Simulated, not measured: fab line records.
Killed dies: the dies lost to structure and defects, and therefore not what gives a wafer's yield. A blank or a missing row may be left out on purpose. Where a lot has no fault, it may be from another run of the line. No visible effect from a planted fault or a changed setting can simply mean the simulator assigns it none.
Matching of chambers	flow gf180mcu	GF_V2_ETCH_16 on rieDiel-02: 4 sister chambers
The step etches BARC in N2/H2. 20 wafers are shown with their chamber, then 10 later ones without.

## WAFERS PAIRED WITH THEIR CHAMBERS
wafer	chamber	drypumpMotorCurrentA (A)	h2FlowSccm (sccm)	oesProductAu (a.u.)
L079.4	0	5.5	199.7	0.863
L079.5	1	6.1	201.9	0.848
L079.6	2	5.4	200.0	0.858
L082.1	3	5.8	199.0	0.851
L082.2	0	5.5	199.6	0.853
L082.3	1	6.1	200.0	0.856
L086.1	3	5.8	200.2	0.858
L086.2	0	5.4	199.9	0.859
L086.6	3	5.8	199.7	0.856
L089.3	0	5.5	201.2	0.856
L089.4	1	6.1	200.7	0.852
L089.5	3	5.8	199.4	0.859
L090.3	1	6.1	200.1	0.862
L090.5	0	5.4	200.5	0.855
L090.6	1	6.1	200.1	0.862
L091.1	2	5.4	200.1	0.856
L091.4	0	5.5	200.9	0.854
L091.6	3	5.8	200.0	0.854
L093.1	2	5.4	200.4	0.854
L093.3	0	5.4	200.2	0.862

SIGNATURES (means of the wafers above)
reading	chamber 0	chamber 1	chamber 2	chamber 3	scatter within a chamber
drypumpMotorCurrentA	5.457	6.100	5.400	5.800	0.0327
h2FlowSccm	200.286	200.560	200.167	199.660	0.601
oesProductAu	0.85743	0.85600	0.85600	0.85560	0.00429
Rule: for a wafer and a chamber, the distance is found by dividing, reading by reading, the gap between the wafer's reading and the chamber's mean by the reading's scatter, squaring, summing and taking the root. The wafer belongs to the nearest chamber; if the next one is less than 2 further off, it can't be placed. The scatter: take each reading less its chamber's mean, square it, sum over the shown wafers, divide by the number of wafers less the number of chambers, and take the root.

## WAFERS WITHOUT THEIR CHAMBER
wafer	drypumpMotorCurrentA (A)	h2FlowSccm (sccm)	oesProductAu (a.u.)
L093.6	5.4	199.6	0.854
L094.1	5.8	200.1	0.846
L094.3	6.1	199.7	0.857
L094.6	5.4	200.1	0.852
L096.2	5.4	199.8	0.857
L096.3	5.8	199.7	0.861
L096.4	5.5	199.7	0.842
L097.3	5.4	200.7	0.854
L097.5	5.8	200.5	0.848
L097.6	5.4	199.6	0.860

## WHICH CHAMBER EACH WENT THROUGH
wafer	from the rows above	in truth
L093.6	can't be placed: 2 or 0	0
L094.1	3	3
L094.3	1	1
L094.6	can't be placed: 2 or 0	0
L096.2	can't be placed: 2 or 0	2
L096.3	3	3
L096.4	can't be placed: 0 or 2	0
L097.3	can't be placed: 2 or 0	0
L097.5	3	3
L097.6	can't be placed: 2 or 0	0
Correct placement for 4 of the 10. These rows do not allow placing 6 (true chamber among the candidates in 6). 0 placed wrongly.
